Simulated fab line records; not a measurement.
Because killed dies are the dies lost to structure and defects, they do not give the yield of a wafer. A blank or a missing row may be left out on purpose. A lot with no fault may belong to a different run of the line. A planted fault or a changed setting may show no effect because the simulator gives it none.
Which of the tools did it? || flow sky130 || 10 lots, 30 wafers sampled, at 5 steps of a route of 708

== WHAT THE GAUGES READ, wafer by wafer ==
SKY_VT_ADJUST_NCORE_CD_MEAS_07: the cd target is 380 nm.
{"lot": "L750", "measured": "day 9 05:25", "on": "cd-sem-02", "cd-nm (nm)": "379.6 379.3 379.3"}
{"lot": "L752", "measured": "day 9 19:16", "on": "cd-sem-01", "cd-nm (nm)": "380.6 380.8 381.8"}
{"lot": "L753", "measured": "day 10 04:15", "on": "cd-sem-01", "cd-nm (nm)": "379.0 379.0 383.0"}
{"lot": "L754", "measured": "day 10 12:16", "on": "cd-sem-02", "cd-nm (nm)": "378.7 380.4 379.9"}
{"lot": "L763", "measured": "day 12 23:52", "on": "cd-sem-02", "cd-nm (nm)": "382.0 382.0 380.8"}
{"lot": "L765", "measured": "day 13 14:57", "on": "cd-sem-02", "cd-nm (nm)": "374.8 375.7 374.1"}
{"lot": "L766", "measured": "day 14 00:18", "on": "cd-sem-01", "cd-nm (nm)": "383.9 382.4 382.2"}
{"lot": "L767", "measured": "day 14 06:43", "on": "cd-sem-02", "cd-nm (nm)": "385.3 386.3 383.8"}
{"lot": "L768", "measured": "day 14 11:58", "on": "cd-sem-02", "cd-nm (nm)": "381.1 382.3 382.7"}
{"lot": "L771", "measured": "day 15 10:41", "on": "cd-sem-02", "cd-nm (nm)": "377.1 380.5 380.8"}

SKY_POLY_GATE_THK_MEAS_01.
{"lot": "L750", "measured": "day 14 18:06", "on": "film-metro-01", "POLY_GATE_CVD_00_THK (nm)": "180.0 180.1 180.3"}
{"lot": "L752", "measured": "day 15 11:55", "on": "film-metro-01", "POLY_GATE_CVD_00_THK (nm)": "163.4 147.2 139.7 163.4 147.1 139.7"}
{"lot": "L753", "measured": "day 15 21:29", "on": "film-metro-03", "POLY_GATE_CVD_00_THK (nm)": "138.4 154.2 160.4 138.3 154.0 160.3"}
{"lot": "L754", "measured": "day 16 09:28", "on": "film-metro-03", "POLY_GATE_CVD_00_THK (nm)": "133.8 127.9 125.8 133.7 127.8 125.8"}
{"lot": "L763", "measured": "day 19 11:40", "on": "film-metro-01", "POLY_GATE_CVD_00_THK (nm)": "177.6 177.5 176.7"}
{"lot": "L765", "measured": "day 20 03:22", "on": "film-metro-03", "POLY_GATE_CVD_00_THK (nm)": "179.5 179.8 179.8"}
{"lot": "L766", "measured": "day 20 15:08", "on": "film-metro-01", "POLY_GATE_CVD_00_THK (nm)": "178.4 180.3 178.8"}
{"lot": "L767", "measured": "day 20 20:50", "on": "film-metro-01", "POLY_GATE_CVD_00_THK (nm)": "177.4 175.6 177.3"}
{"lot": "L768", "measured": "day 21 03:33", "on": "film-metro-01", "POLY_GATE_CVD_00_THK (nm)": "179.4 180.2 179.2"}
{"lot": "L771", "measured": "day 22 03:20", "on": "film-metro-03", "POLY_GATE_CVD_00_THK (nm)": "179.4 178.7 179.8"}

SKY_POLY_GATE_THK_MEAS_04.
{"lot": "L750", "measured": "day 16 00:02", "on": "film-metro-01", "POLY_GATE_CVD_03_THK (nm)": "74.8 75.0 74.7"}
{"lot": "L752", "measured": "day 16 16:55", "on": "film-metro-04", "POLY_GATE_CVD_03_THK (nm)": "74.3 74.7 74.1"}
{"lot": "L753", "measured": "day 17 04:30", "on": "film-metro-01", "POLY_GATE_CVD_03_THK (nm)": "74.4 74.4 74.2"}
{"lot": "L754", "measured": "day 17 16:55", "on": "film-metro-03", "POLY_GATE_CVD_03_THK (nm)": "74.5 75.1 74.8"}
{"lot": "L763", "measured": "day 20 19:40", "on": "film-metro-03", "POLY_GATE_CVD_03_THK (nm)": "75.5 75.1 75.8"}
{"lot": "L765", "measured": "day 21 12:15", "on": "film-metro-04", "POLY_GATE_CVD_03_THK (nm)": "75.3 74.6 75.1"}
{"lot": "L766", "measured": "day 21 23:53", "on": "film-metro-04", "POLY_GATE_CVD_03_THK (nm)": "75.6 76.0 75.3"}
{"lot": "L767", "measured": "day 22 06:04", "on": "film-metro-01", "POLY_GATE_CVD_03_THK (nm)": "74.5 74.0 73.9"}
{"lot": "L768", "measured": "day 22 12:29", "on": "film-metro-01", "POLY_GATE_CVD_03_THK (nm)": "75.8 76.3 75.9"}
{"lot": "L771", "measured": "day 23 12:37", "on": "film-metro-04", "POLY_GATE_CVD_03_THK (nm)": "74.7 74.3 74.7"}

== WHICH TOOL RAN EACH LOT (tool, then ch and the chambers of the sampled wafers, then the start) ==
{"lot": "L750", "SKY_VT_ADJUST_NCORE_STRIP_10": "plasma-asher-03 ch 0,1, day 9 05:41", "SKY_POLY_GATE_CVD_00": "lpcvd-01 ch 1, day 14 16:52"}
{"lot": "L752", "SKY_VT_ADJUST_NCORE_STRIP_10": "plasma-asher-03 ch 0,1, day 9 19:34", "SKY_POLY_GATE_CVD_00": "lpcvd-01 ch 1, day 15 10:42"}
{"lot": "L753", "SKY_VT_ADJUST_NCORE_STRIP_10": "plasma-asher-02 ch 0,1, day 10 04:33", "SKY_POLY_GATE_CVD_00": "lpcvd-01 ch 0, day 15 20:17"}
{"lot": "L754", "SKY_VT_ADJUST_NCORE_STRIP_10": "plasma-asher-04 ch 0,1, day 10 12:35", "SKY_POLY_GATE_CVD_00": "lpcvd-01 ch 0, day 16 08:16"}
{"lot": "L763", "SKY_VT_ADJUST_NCORE_STRIP_10": "plasma-asher-02 ch 0,1, day 13 00:08", "SKY_POLY_GATE_CVD_00": "lpcvd-01 ch 1, day 19 09:50"}
{"lot": "L765", "SKY_VT_ADJUST_NCORE_STRIP_10": "plasma-asher-02 ch 0,1, day 13 15:16", "SKY_POLY_GATE_CVD_00": "lpcvd-01 ch 0, day 20 02:10"}
{"lot": "L766", "SKY_VT_ADJUST_NCORE_STRIP_10": "plasma-asher-02 ch 0,1, day 14 00:37", "SKY_POLY_GATE_CVD_00": "lpcvd-01 ch 0, day 20 13:56"}
{"lot": "L767", "SKY_VT_ADJUST_NCORE_STRIP_10": "plasma-asher-02 ch 0,1, day 14 07:01", "SKY_POLY_GATE_CVD_00": "lpcvd-01 ch 1, day 20 19:37"}
{"lot": "L768", "SKY_VT_ADJUST_NCORE_STRIP_10": "plasma-asher-03 ch 0,1, day 14 12:16", "SKY_POLY_GATE_CVD_00": "lpcvd-01 ch 0, day 21 02:20"}
{"lot": "L771", "SKY_VT_ADJUST_NCORE_STRIP_10": "plasma-asher-04 ch 0,1, day 15 10:59", "SKY_POLY_GATE_CVD_00": "lpcvd-01 ch 0, day 22 02:08"}
- SKY_VT_ADJUST_NCORE_STRIP_10: strips in O2/N2.
- SKY_POLY_GATE_CVD_00: deposits poly-Si, target thk 180 nm, time 720 s.

== AS READ BY THE TOOLS THEMSELVES (means over the sampled wafers that have a number; for cases with no such wafer, the mark the record gives instead) ==
SKY_VT_ADJUST_NCORE_STRIP_10.
{"lot": "L750", "tool": "plasma-asher-03", "drypump-motor-current-A (A)": 5.9, "oes-product-au (a.u.)": 0.714, "strip-time-to-endpoint-s (s)": 14.22}
{"lot": "L752", "tool": "plasma-asher-03", "drypump-motor-current-A (A)": 5.9, "oes-product-au (a.u.)": 0.721, "strip-time-to-endpoint-s (s)": 14.18}
{"lot": "L753", "tool": "plasma-asher-02", "drypump-motor-current-A (A)": 5.8, "oes-product-au (a.u.)": 0.709, "strip-time-to-endpoint-s (s)": 14.21}
{"lot": "L754", "tool": "plasma-asher-04", "drypump-motor-current-A (A)": 5.5, "oes-product-au (a.u.)": 0.712, "strip-time-to-endpoint-s (s)": 14.22}
{"lot": "L763", "tool": "plasma-asher-02", "drypump-motor-current-A (A)": 6.0, "oes-product-au (a.u.)": 0.717, "strip-time-to-endpoint-s (s)": 14.20}
{"lot": "L765", "tool": "plasma-asher-02", "drypump-motor-current-A (A)": 5.9, "oes-product-au (a.u.)": 0.713, "strip-time-to-endpoint-s (s)": 14.27}
{"lot": "L766", "tool": "plasma-asher-02", "drypump-motor-current-A (A)": 5.9, "oes-product-au (a.u.)": 0.717, "strip-time-to-endpoint-s (s)": 14.17}
{"lot": "L767", "tool": "plasma-asher-02", "drypump-motor-current-A (A)": 6.0, "oes-product-au (a.u.)": 0.717, "strip-time-to-endpoint-s (s)": 14.24}
{"lot": "L768", "tool": "plasma-asher-03", "drypump-motor-current-A (A)": 5.9, "oes-product-au (a.u.)": 0.719, "strip-time-to-endpoint-s (s)": 14.22}
{"lot": "L771", "tool": "plasma-asher-04", "drypump-motor-current-A (A)": 5.5, "oes-product-au (a.u.)": 0.712, "strip-time-to-endpoint-s (s)": 14.19}

SKY_POLY_GATE_CVD_00.
{"lot": "L750", "tool": "lpcvd-01", "spike-tc-centre-C (C)": 621.6, "spike-tc-lower-C (C)": 619.7, "spike-tc-upper-C (C)": 620.3, "zone-power-centre-pct (%)": 9.36, "zone-power-lower-pct (%)": 7.7, "zone-power-upper-pct (%)": 9.5}
{"lot": "L752", "tool": "lpcvd-01", "spike-tc-centre-C (C)": 584.4, "spike-tc-lower-C (C)": 624.9, "spike-tc-upper-C (C)": 625.9, "zone-power-centre-pct (%)": 3.12, "zone-power-lower-pct (%)": 10.5, "zone-power-upper-pct (%)": 13.2}
{"lot": "L753", "tool": "lpcvd-01", "spike-tc-centre-C (C)": 584.3, "spike-tc-lower-C (C)": 626.6, "spike-tc-upper-C (C)": 624.8, "zone-power-centre-pct (%)": 2.99, "zone-power-lower-pct (%)": 12.4, "zone-power-upper-pct (%)": 12.0}
{"lot": "L754", "tool": "lpcvd-01", "spike-tc-centre-C (C)": 584.6, "spike-tc-lower-C (C)": 625.3, "spike-tc-upper-C (C)": 625.3, "zone-power-centre-pct (%)": 2.95, "zone-power-lower-pct (%)": 12.4, "zone-power-upper-pct (%)": 12.0}
{"lot": "L763", "tool": "lpcvd-01", "spike-tc-centre-C (C)": 620.3, "spike-tc-lower-C (C)": 620.1, "spike-tc-upper-C (C)": 620.5, "zone-power-centre-pct (%)": 9.39, "zone-power-lower-pct (%)": 7.8, "zone-power-upper-pct (%)": 9.6}
{"lot": "L765", "tool": "lpcvd-01", "spike-tc-centre-C (C)": 619.8, "spike-tc-lower-C (C)": 621.8, "spike-tc-upper-C (C)": 620.3, "zone-power-centre-pct (%)": 9.06, "zone-power-lower-pct (%)": 9.1, "zone-power-upper-pct (%)": 8.8}
{"lot": "L766", "tool": "lpcvd-01", "spike-tc-centre-C (C)": 620.2, "spike-tc-lower-C (C)": 620.8, "spike-tc-upper-C (C)": 620.4, "zone-power-centre-pct (%)": 8.90, "zone-power-lower-pct (%)": 9.1, "zone-power-upper-pct (%)": 9.0}
{"lot": "L767", "tool": "lpcvd-01", "spike-tc-centre-C (C)": 621.0, "spike-tc-lower-C (C)": 621.8, "spike-tc-upper-C (C)": 619.5, "zone-power-centre-pct (%)": 9.40, "zone-power-lower-pct (%)": 7.8, "zone-power-upper-pct (%)": 9.8}
{"lot": "L768", "tool": "lpcvd-01", "spike-tc-centre-C (C)": 620.5, "spike-tc-lower-C (C)": 620.9, "spike-tc-upper-C (C)": 619.7, "zone-power-centre-pct (%)": 8.96, "zone-power-lower-pct (%)": 9.2, "zone-power-upper-pct (%)": 8.9}
{"lot": "L771", "tool": "lpcvd-01", "spike-tc-centre-C (C)": 620.6, "spike-tc-lower-C (C)": 621.6, "spike-tc-upper-C (C)": 619.2, "zone-power-centre-pct (%)": 8.93, "zone-power-lower-pct (%)": 9.0, "zone-power-upper-pct (%)": 8.8}

== THE ANSWER, worked out from the rows above alone ==
Rule: usual is defined by the lots themselves. The widest of any qualifying gaps counts: lots, ordered by their means at a reading, are off when they make up no more than a third of the lots, leave a main group of 4 or more, and stand apart from it by 3 or more times the standard deviation of that group's means. The tables above print the reading to a certain number of digits; a main group whose means all agree to those digits is not used. A lot without any number at a reading at which 4 lots or more have one is off too. The other lots that the step has rows for count as sound. The gauges are gone through in route order, then the tools' own readings, and for those a lot's mean is taken as printed above. At the first step where some lot is off, the reading lying furthest off is the one used; lots without a number count as furthest.
Off: L752, L753, L754, at SKY_POLY_GATE_THK_MEAS_01 (POLY_GATE_CVD_00_THK). For the main group the mean is 178.8 nm and the standard deviation 1.2.
A tool fits if, at a process step before that reading, it ran every lot that is off, and no sound lot after the first of them. Not tried: the gauges at SKY_POLY_GATE_THK_MEAS_01; whatever is off there is also off at SKY_POLY_GATE_CVD_00, on other tools, and gauge error can't account for it. Not one of the candidates tried fits.

== WHAT WAS PUT IN BY THE SIMULATOR ==
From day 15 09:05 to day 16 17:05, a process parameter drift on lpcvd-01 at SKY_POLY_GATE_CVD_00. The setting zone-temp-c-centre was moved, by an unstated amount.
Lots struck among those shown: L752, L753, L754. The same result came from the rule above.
